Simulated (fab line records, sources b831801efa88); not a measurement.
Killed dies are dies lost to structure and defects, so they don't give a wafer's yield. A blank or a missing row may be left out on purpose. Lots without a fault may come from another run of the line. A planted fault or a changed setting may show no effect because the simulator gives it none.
Which tool did it? | flow sky130 | 24 lots, 72 wafers sampled, at 6 steps of a route of 708

WHAT THE GAUGES READ, wafer by wafer
SKY_VIA2_THK_MEAS_01.
lot  | measured     | on            | VIA2_HDPCVD_THK (nm)
L074 | day 35 10:08 | film_metro-03 | 1201 1181 1192
L075 | day 35 14:56 | film_metro-03 | 1163 1192 1208
L076 | day 35 20:20 | film_metro-01 | 1187 1180 1190
L077 | day 36 02:01 | film_metro-04 | 1170 1173 1163
L078 | day 36 10:14 | film_metro-03 | 1175 1162 1174
L079 | day 36 18:16 | film_metro-03 | 1182 1184 1168
L080 | day 37 03:11 | film_metro-04 | 1167 1173 1164
L081 | day 37 23:05 | film_metro-01 | 1161 1178 1169
L082 | day 38 01:23 | film_metro-03 | 1171 1173 1173
L083 | day 38 01:40 | film_metro-03 | 1178 1187 1194
L084 | day 38 05:21 | film_metro-03 | 1182 1194 1178
L085 | day 38 14:44 | film_metro-03 | 1171 1191 1165
L086 | day 38 23:34 | film_metro-04 | 1177 1164 1176
L087 | day 39 11:52 | film_metro-03 | 1165 1160 1174
L088 | day 39 12:32 | film_metro-04 | 1180 1189 1194
L089 | day 39 20:25 | film_metro-01 | 1189 1193 1188
L090 | day 40 01:05 | film_metro-03 | 1176 1150 1170
L091 | day 40 12:10 | film_metro-03 | 1180 1190 1193
L092 | day 40 18:22 | film_metro-04 | 1205 1174 1175
L093 | day 40 20:34 | film_metro-01 | 1183 1185 1189
L094 | day 41 04:34 | film_metro-01 | 1203 1183 1192
L095 | day 41 13:33 | film_metro-04 | 1165 1150 1162
L096 | day 41 18:34 | film_metro-03 | 1173 1166 1178
L097 | day 42 00:43 | film_metro-03 | 1187 1195 1185

SKY_VIA2_THK_MEAS_23: measures by xrf.
lot  | measured     | on            | VIA2_W_THK (nm)
L074 | day 36 13:50 | film_metro-01 | 420 420 418
L075 | day 36 18:49 | film_metro-04 | 416 423 421
L076 | day 37 00:07 | film_metro-03 | 424 426 425
L077 | day 37 05:23 | film_metro-01 | 420 416 410
L078 | day 37 14:50 | film_metro-03 | 428 429 425
L079 | day 37 22:33 | film_metro-04 | 426 428 424
L080 | day 38 06:57 | film_metro-03 | 417 417 417
L081 | day 39 02:23 | film_metro-01 | 420 425 420
L082 | day 39 03:51 | film_metro-03 | 417 410 415
L083 | day 39 04:24 | film_metro-04 | 413 421 417
L084 | day 39 07:37 | film_metro-01 | 421 421 425
L085 | day 39 16:51 | film_metro-03 | 424 421 417
L086 | day 40 00:40 | film_metro-01 | 421 417 419
L087 | day 40 13:54 | film_metro-03 | 425 423 425
L088 | day 40 14:37 | film_metro-03 | 416 421 417
L089 | day 40 22:45 | film_metro-01 | 421 422 417
L090 | day 41 03:04 | film_metro-03 | 428 423 419
L091 | day 41 13:44 | film_metro-03 | 430 430 425
L092 | day 41 19:43 | film_metro-03 | 419 419 425
L093 | day 41 22:04 | film_metro-03 | 437 425 434
L094 | day 42 06:15 | film_metro-01 | 410 424 415
L095 | day 42 14:58 | film_metro-01 | 421 420 420
L096 | day 42 18:57 | film_metro-03 | 417 413 416
L097 | day 43 02:01 | film_metro-03 | 417 418 423

SKY_METAL3_CD_MEAS_13: target cd 300 nm.
lot  | measured     | on        | cd_nm (nm)
L074 | day 38 19:14 | cd_sem-02 | 297.7 299.0 297.7
L075 | day 38 23:37 | cd_sem-01 | 302.1 301.0 300.7
L076 | day 39 04:31 | cd_sem-01 | 299.9 300.6 301.7
L077 | day 39 09:46 | cd_sem-02 | 297.5 297.7 298.8
L078 | day 39 18:15 | cd_sem-01 | 301.4 301.2 300.7
L079 | day 40 01:43 | cd_sem-01 | 299.3 300.2 299.3
L080 | day 40 09:36 | cd_sem-01 | 301.5 302.0 303.3
L081 | day 41 04:39 | cd_sem-01 | 299.0 299.0 298.4
L082 | day 41 05:03 | cd_sem-01 | 297.7 297.2 296.7
L083 | day 41 05:42 | cd_sem-02 | 299.8 298.7 299.4
L084 | day 41 08:27 | cd_sem-02 | 299.2 299.9 301.7
L085 | day 41 18:12 | cd_sem-02 | 300.4 298.6 298.7
L086 | day 42 02:09 | cd_sem-01 | 301.3 300.9 300.1
L087 | day 42 14:45 | cd_sem-01 | 297.6 298.6 297.7
L088 | day 42 15:06 | cd_sem-01 | 298.5 298.4 298.8
L089 | day 42 23:08 | cd_sem-01 | 298.5 298.7 298.6
L090 | day 43 03:15 | cd_sem-01 | 302.4 303.5 302.1
L091 | day 43 12:41 | cd_sem-01 | 297.3 298.0 297.9
L092 | day 43 19:37 | cd_sem-01 | 299.4 299.0 298.8
L093 | day 43 21:35 | cd_sem-02 | 299.9 299.8 299.7
L094 | day 44 03:55 | cd_sem-02 | 301.1 301.1 299.6
L095 | day 44 13:15 | cd_sem-02 | 298.3 298.5 299.5
L096 | day 44 18:31 | cd_sem-02 | 301.6 300.9 300.4
L097 | day 45 00:06 | cd_sem-01 | 299.5 301.2 301.6

WHICH TOOL RAN EACH LOT (tool, then ch and the chambers of the sampled wafers, then the start)
lot  | SKY_METAL2_ETCH_18                | SKY_METAL3_SPUTTER_01        | SKY_CAPM_STRIP_14
L074 | rie_metal-01 ch 0,1, day 35 09:11 | pvd_sputter-03, day 36 14:11 | plasma_asher-03 ch 0,1, day 37 17:22
L075 | rie_metal-04 ch 0,1, day 35 13:59 | pvd_sputter-04, day 36 19:11 | plasma_asher-01 ch 1, day 37 22:11
L076 | rie_metal-04 ch 0,1, day 35 19:25 | pvd_sputter-04, day 37 00:29 | plasma_asher-03 ch 0,1, day 38 02:51
L077 | rie_metal-04 ch 0,1, day 36 01:08 | pvd_sputter-03, day 37 05:46 | plasma_asher-01 ch 1, day 38 07:59
L078 | rie_metal-04 ch 0,1, day 36 09:22 | pvd_sputter-03, day 37 15:13 | plasma_asher-03 ch 0,1, day 38 17:13
L079 | rie_metal-02 ch 1, day 36 17:23   | pvd_sputter-01, day 37 22:56 | plasma_asher-03 ch 0,1, day 39 00:46
L080 | rie_metal-01 ch 0,1, day 37 02:19 | pvd_sputter-01, day 38 07:20 | plasma_asher-02 ch 0,1, day 39 08:49
L081 | rie_metal-01 ch 0,1, day 37 22:13 | pvd_sputter-04, day 39 02:48 | plasma_asher-01 ch 0,1, day 40 03:31
L082 | rie_metal-04 ch 0, day 38 00:22   | pvd_sputter-01, day 39 04:13 | plasma_asher-03 ch 0, day 40 04:28
L083 | rie_metal-01 ch 0, day 38 00:47   | pvd_sputter-04, day 39 04:47 | plasma_asher-01 ch 1, day 40 04:46
L084 | rie_metal-01 ch 1, day 38 04:02   | pvd_sputter-01, day 39 08:00 | plasma_asher-02 ch 1, day 40 07:51
L085 | rie_metal-01 ch 0, day 38 13:43   | pvd_sputter-01, day 39 17:14 | plasma_asher-02 ch 0,1, day 40 17:42
L086 | rie_metal-04 ch 0,1, day 38 22:41 | pvd_sputter-03, day 40 01:03 | plasma_asher-03 ch 0,1, day 41 01:24
L087 | rie_metal-02 ch 0,1, day 39 10:59 | pvd_sputter-01, day 40 14:17 | plasma_asher-02 ch 0,1, day 41 14:35
L088 | rie_metal-04 ch 0,1, day 39 11:38 | pvd_sputter-04, day 40 15:00 | plasma_asher-03 ch 0,1, day 41 15:24
L089 | rie_metal-04 ch 0,1, day 39 19:32 | pvd_sputter-04, day 40 23:08 | plasma_asher-03 ch 0,1, day 41 23:16
L090 | rie_metal-01 ch 1, day 40 00:04   | pvd_sputter-03, day 41 03:27 | plasma_asher-03 ch 0,1, day 42 03:40
L091 | rie_metal-02 ch 0,1, day 40 11:17 | pvd_sputter-03, day 41 14:07 | plasma_asher-01 ch 0,1, day 42 14:03
L092 | rie_metal-04 ch 1, day 40 17:29   | pvd_sputter-04, day 41 20:05 | plasma_asher-02 ch 0,1, day 42 20:07
L093 | rie_metal-02 ch 0,1, day 40 19:38 | pvd_sputter-01, day 41 22:27 | plasma_asher-02 ch 0,1, day 42 22:24
L094 | rie_metal-04 ch 0,1, day 41 03:41 | pvd_sputter-04, day 42 06:38 | plasma_asher-02 ch 0,1, day 43 05:31
L095 | rie_metal-02 ch 0,1, day 41 12:41 | pvd_sputter-01, day 42 15:20 | plasma_asher-01 ch 0,1, day 43 14:01
L096 | rie_metal-02 ch 1, day 41 17:41   | pvd_sputter-01, day 42 19:19 | plasma_asher-03 ch 0,1, day 43 19:01
L097 | rie_metal-04 ch 0,1, day 41 23:50 | pvd_sputter-01, day 43 02:23 | plasma_asher-02 ch 0,1, day 44 01:13
- SKY_METAL2_ETCH_18: etches BARC in N2/H2, stops on SiO2, time 45.9 s, target depth 60 nm.
- SKY_METAL3_SPUTTER_01: material TiN, target thk 20 nm, time 16.7 s.
- SKY_CAPM_STRIP_14: strips in O2/N2.

WHAT THE TOOLS THEMSELVES READ (means of the sampled wafers that have a number; where no wafer has one, the mark that the record gives instead)
SKY_METAL2_ETCH_18.
lot  | tool         | drypump_motor_current_A (A) | oes_product_au (a.u.) | throttle_valve_pct (%)
L074 | rie_metal-01 | 6.27                        | 0.858                 | 13.219
L075 | rie_metal-04 | 5.84                        | 0.856                 | 13.230
L076 | rie_metal-04 | 5.84                        | 0.854                 | 13.228
L077 | rie_metal-04 | 5.84                        | 0.854                 | 13.231
L078 | rie_metal-04 | 5.83                        | 0.856                 | 13.226
L079 | rie_metal-02 | 6.25                        | 0.853                 | 13.224
L080 | rie_metal-01 | 6.42                        | 0.855                 | 13.230
L081 | rie_metal-01 | 6.44                        | 0.855                 | 13.224
L082 | rie_metal-04 | 5.89                        | 0.855                 | 13.234
L083 | rie_metal-01 | 6.12                        | 0.855                 | 13.223
L084 | rie_metal-01 | 6.60                        | 0.858                 | 13.232
L085 | rie_metal-01 | 6.12                        | 0.852                 | 13.228
L086 | rie_metal-04 | 5.83                        | 0.854                 | 13.219
L087 | rie_metal-02 | 6.10                        | 0.857                 | 13.228
L088 | rie_metal-04 | 5.82                        | 0.855                 | 13.223
L089 | rie_metal-04 | 5.82                        | 0.855                 | 13.233
L090 | rie_metal-01 | 6.58                        | 0.855                 | 13.230
L091 | rie_metal-02 | 6.19                        | 0.854                 | 13.231
L092 | rie_metal-04 | 5.79                        | 0.855                 | 13.227
L093 | rie_metal-02 | 6.18                        | 0.858                 | 13.222
L094 | rie_metal-04 | 5.83                        | 0.853                 | 13.214
L095 | rie_metal-02 | 6.14                        | 0.855                 | 13.216
L096 | rie_metal-02 | 6.25                        | 0.855                 | 13.228
L097 | rie_metal-04 | 5.85                        | 0.850                 | 13.227

SKY_METAL3_SPUTTER_01.
lot  | tool           | chamber_pressure_pa (Pa) | throttle_valve_pct (%)
L074 | pvd_sputter-03 | 0.4003                   | 29.7
L075 | pvd_sputter-04 | 0.3997                   | 30.0
L076 | pvd_sputter-04 | 0.4006                   | 29.8
L077 | pvd_sputter-03 | 0.3998                   | 29.2
L078 | pvd_sputter-03 | 0.4002                   | 29.0
L079 | pvd_sputter-01 | 0.4002                   | 29.7
L080 | pvd_sputter-01 | 0.3999                   | 29.4
L081 | pvd_sputter-04 | 0.3992                   | 30.4
L082 | pvd_sputter-01 | 0.4006                   | 29.1
L083 | pvd_sputter-04 | 0.3992                   | 29.8
L084 | pvd_sputter-01 | 0.4001                   | 29.0
L085 | pvd_sputter-01 | 0.4004                   | 29.0
L086 | pvd_sputter-03 | 0.4002                   | 29.5
L087 | pvd_sputter-01 | 0.3998                   | 29.5
L088 | pvd_sputter-04 | 0.3997                   | 29.9
L089 | pvd_sputter-04 | 0.3999                   | 29.9
L090 | pvd_sputter-03 | 0.3999                   | 29.8
L091 | pvd_sputter-03 | 0.4001                   | 29.3
L092 | pvd_sputter-04 | 0.3998                   | 30.0
L093 | pvd_sputter-01 | 0.3998                   | 29.9
L094 | pvd_sputter-04 | 0.4002                   | 29.7
L095 | pvd_sputter-01 | 0.3995                   | 29.6
L096 | pvd_sputter-01 | 0.4001                   | 29.9
L097 | pvd_sputter-01 | 0.4006                   | 28.7

SKY_CAPM_STRIP_14.
lot  | tool            | drypump_motor_current_A (A) | oes_product_au (a.u.) | strip_time_to_endpoint_s (s)
L074 | plasma_asher-03 | 5.2                         | 0.712                 | 12.70
L075 | plasma_asher-01 | 5.9                         | 0.708                 | 12.62
L076 | plasma_asher-03 | 5.2                         | 0.712                 | 12.56
L077 | plasma_asher-01 | 5.9                         | 0.708                 | 12.66
L078 | plasma_asher-03 | 5.3                         | 0.709                 | 12.59
L079 | plasma_asher-03 | 5.2                         | 0.712                 | 12.69
L080 | plasma_asher-02 | 5.9                         | 0.702                 | 12.72
L081 | plasma_asher-01 | 6.0                         | 0.710                 | 12.65
L082 | plasma_asher-03 | 5.3                         | 0.710                 | 12.66
L083 | plasma_asher-01 | 5.9                         | 0.708                 | 12.68
L084 | plasma_asher-02 | 6.4                         | 0.712                 | 12.60
L085 | plasma_asher-02 | 6.1                         | 0.709                 | 12.63
L086 | plasma_asher-03 | 5.3                         | 0.708                 | 12.66
L087 | plasma_asher-02 | 5.9                         | 0.710                 | 12.67
L088 | plasma_asher-03 | 5.2                         | 0.711                 | 12.70
L089 | plasma_asher-03 | 5.2                         | 0.708                 | 12.73
L090 | plasma_asher-03 | 5.2                         | 0.706                 | 12.64
L091 | plasma_asher-01 | 6.0                         | 0.708                 | 12.70
L092 | plasma_asher-02 | 5.9                         | 0.707                 | 12.62
L093 | plasma_asher-02 | 5.9                         | 0.713                 | 12.65
L094 | plasma_asher-02 | 6.1                         | 0.707                 | 12.67
L095 | plasma_asher-01 | 6.0                         | 0.712                 | 12.62
L096 | plasma_asher-03 | 5.3                         | 0.710                 | 12.68
L097 | plasma_asher-02 | 5.9                         | 0.713                 | 12.66

THE ANSWER, worked out from the rows above alone
Rule: what is usual is taken from the lots themselves. Put in order of their means at a reading, lots are off if they are a third of the lots or fewer, leave a main group of 4 or more, and stand apart from it by a gap of 3 or more times the standard deviation of the main group's means; of several such gaps the widest counts. A main group whose means are all the same, to the digits that the tables above print for the reading, isn't used. A lot without any number at a reading at which 4 lots or more have one is off too. The other lots that the step has rows for count as sound. The gauges are gone through in route order, then the tools' own readings, and for those a lot's mean is taken as printed above. The first step at which some lot is off is used, and at that step the reading that is off furthest; a lot without a number counts as furthest.
No lot is off at any reading shown: from this, nothing can be told.

WHAT THE SIMULATOR HAD PUT IN
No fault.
